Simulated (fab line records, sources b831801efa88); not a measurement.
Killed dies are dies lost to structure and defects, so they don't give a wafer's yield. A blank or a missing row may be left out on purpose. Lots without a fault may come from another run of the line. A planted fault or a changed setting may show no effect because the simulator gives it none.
Which tool did it? | flow gf180mcu | 12 lots, 36 wafers sampled, at 4 steps of a route of 602

WHAT THE GAUGES READ, wafer by wafer
GF_V2_RS_MEAS_24: measures by four-point-probe.
lot  | measured     | on            | V2_W_RS (ohm/sq)
L651 | day 20 12:37 | film_metro-04 | 0.3276 0.3307 0.3296
L652 | day 20 16:28 | film_metro-02 | 0.3257 0.3242 0.3298
L653 | day 21 02:30 | film_metro-02 | 0.3206 0.3247 0.3291
L654 | day 21 20:33 | film_metro-04 | 0.3296 0.3257 0.3262
L655 | day 22 02:51 | film_metro-01 | 0.3218 0.3269 0.3231
L662 | day 24 13:13 | film_metro-04 | 0.3266 0.3260 0.3266
L663 | day 24 15:15 | film_metro-02 | 0.3249 0.3312 0.3299
L664 | day 25 01:49 | film_metro-02 | 0.3272 0.3271 0.3265
L665 | day 25 09:24 | film_metro-01 | 0.3257 0.3246 0.3253
L667 | day 25 23:22 | film_metro-02 | 0.3232 0.3288 0.3226
L672 | day 27 13:01 | film_metro-01 | 0.3257 0.3281 0.3236
L673 | day 27 14:53 | film_metro-04 | 0.3240 0.3273 0.3252

GF_V3_CD_MEAS_14: target cd 260 nm.
lot  | measured     | on        | cd_nm (nm)
L651 | day 22 15:13 | cd_sem-01 | 261.6 261.8 261.6
L652 | day 22 17:58 | cd_sem-02 | 258.8 260.0 259.1
L653 | day 23 03:19 | cd_sem-02 | 261.7 260.1 260.3
L654 | day 23 20:46 | cd_sem-01 | 259.6 259.0 260.4
L655 | day 24 01:50 | cd_sem-01 | 259.2 260.8 260.2
L662 | day 26 09:51 | cd_sem-02 | 240.9 241.2 239.4
L663 | day 26 10:52 | cd_sem-02 | 242.9 242.8 243.4
L664 | day 26 21:30 | cd_sem-02 | 261.2 260.7 262.0
L665 | day 27 04:55 | cd_sem-02 | 259.5 260.0 259.7
L667 | day 27 17:13 | cd_sem-01 | 259.1 259.4 259.8
L672 | day 29 07:05 | cd_sem-02 | 260.4 259.2 258.8
L673 | day 29 08:13 | cd_sem-01 | 260.1 261.5 260.6

WHICH TOOL RAN EACH LOT (tool, then ch and the chambers of the sampled wafers, then the start)
lot  | GF_M3_SPUTTER_01             | GF_V3_EXPOSE_11
L651 | pvd_sputter-02, day 20 14:00 | krf_scanner-02 ch 0, day 22 03:41
L652 | pvd_sputter-03, day 20 17:12 | krf_scanner-02 ch 0, day 22 06:28
L653 | pvd_sputter-04, day 21 03:05 | krf_scanner-02 ch 0, day 22 15:56
L654 | pvd_sputter-02, day 21 21:08 | krf_scanner-01 ch 0, day 23 09:49
L655 | pvd_sputter-04, day 22 03:26 | krf_scanner-01 ch 0, day 23 14:50
L662 | pvd_sputter-02, day 24 13:44 | krf_scanner-01 ch 0, day 25 23:37
L663 | pvd_sputter-04, day 24 15:50 | krf_scanner-01 ch 0, day 26 01:17
L664 | pvd_sputter-02, day 25 02:23 | krf_scanner-02 ch 0, day 26 11:14
L665 | pvd_sputter-04, day 25 09:59 | krf_scanner-02 ch 0, day 26 18:50
L667 | pvd_sputter-04, day 25 23:55 | krf_scanner-02 ch 0, day 27 07:48
L672 | pvd_sputter-02, day 27 13:37 | krf_scanner-02 ch 0, day 28 20:58
L673 | pvd_sputter-03, day 27 15:28 | krf_scanner-02 ch 0, day 28 22:47
- GF_M3_SPUTTER_01: material TiN, target thk 30 nm, time 25 s.
- GF_V3_EXPOSE_11: exposes mask Via3, target cd 260 nm.

WHAT THE TOOLS THEMSELVES READ (means of the sampled wafers that have a number; where no wafer has one, the mark that the record gives instead)
GF_M3_SPUTTER_01.
lot  | tool           | throttle_valve_pct (%)
L651 | pvd_sputter-02 | 31.0
L652 | pvd_sputter-03 | 29.3
L653 | pvd_sputter-04 | 29.2
L654 | pvd_sputter-02 | 30.0
L655 | pvd_sputter-04 | 28.4
L662 | pvd_sputter-02 | 29.2
L663 | pvd_sputter-04 | 30.0
L664 | pvd_sputter-02 | 30.1
L665 | pvd_sputter-04 | 30.4
L667 | pvd_sputter-04 | 31.0
L672 | pvd_sputter-02 | 29.9
L673 | pvd_sputter-03 | 30.0

GF_V3_EXPOSE_11.
lot  | tool           | exposure_dose_mJ_cm2
L651 | krf_scanner-02 | 37.97
L652 | krf_scanner-02 | 37.96
L653 | krf_scanner-02 | 37.98
L654 | krf_scanner-01 | 37.93
L655 | krf_scanner-01 | 37.97
L662 | krf_scanner-01 | 33.85
L663 | krf_scanner-01 | 33.81
L664 | krf_scanner-02 | 37.96
L665 | krf_scanner-02 | 37.92
L667 | krf_scanner-02 | 37.99
L672 | krf_scanner-02 | 37.96
L673 | krf_scanner-02 | 37.94

THE ANSWER, worked out from the rows above alone
Rule: what is usual is taken from the lots themselves. Put in order of their means at a reading, lots are off if they are a third of the lots or fewer, leave a main group of 4 or more, and stand apart from it by a gap of 3 or more times the standard deviation of the main group's means; of several such gaps the widest counts. A main group whose means are all the same, to the digits that the tables above print for the reading, isn't used. A lot without any number at a reading at which 4 lots or more have one is off too. The other lots that the step has rows for count as sound. The gauges are gone through in route order, then the tools' own readings, and for those a lot's mean is taken as printed above. The first step at which some lot is off is used, and at that step the reading that is off furthest; a lot without a number counts as furthest.
Off: L662, L663, at GF_V3_CD_MEAS_14 (cd_nm). The main group: mean 260.2 nm, standard deviation 0.8.
A tool fits if, at a process step before that reading, it ran every lot that is off, and no sound lot after the first of them. The gauges at GF_V3_CD_MEAS_14 aren't tried: what is off there is off at GF_V3_EXPOSE_11 too, on other tools, and a gauge's error can't cause that. One fits: krf_scanner-01 at GF_V3_EXPOSE_11. Its last sound lot is L655 (day 23 14:50), its first lot that is off L662 (day 25 23:37): a fault that began between those two fits.
The tool's own readings at GF_V3_EXPOSE_11 bear it out: on the lots that are off they differ by more than 5 times the standard deviation of the sound lots' means. exposure_dose_mJ_cm2 reads 33.83 there against 37.96 on the sound lots.

WHAT THE SIMULATOR HAD PUT IN
Process parameter drift: krf_scanner-01, from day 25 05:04 on, at GF_V3_EXPOSE_11. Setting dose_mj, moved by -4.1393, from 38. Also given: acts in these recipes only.
Lots struck among those shown: L662, L663. The rule above found the same.
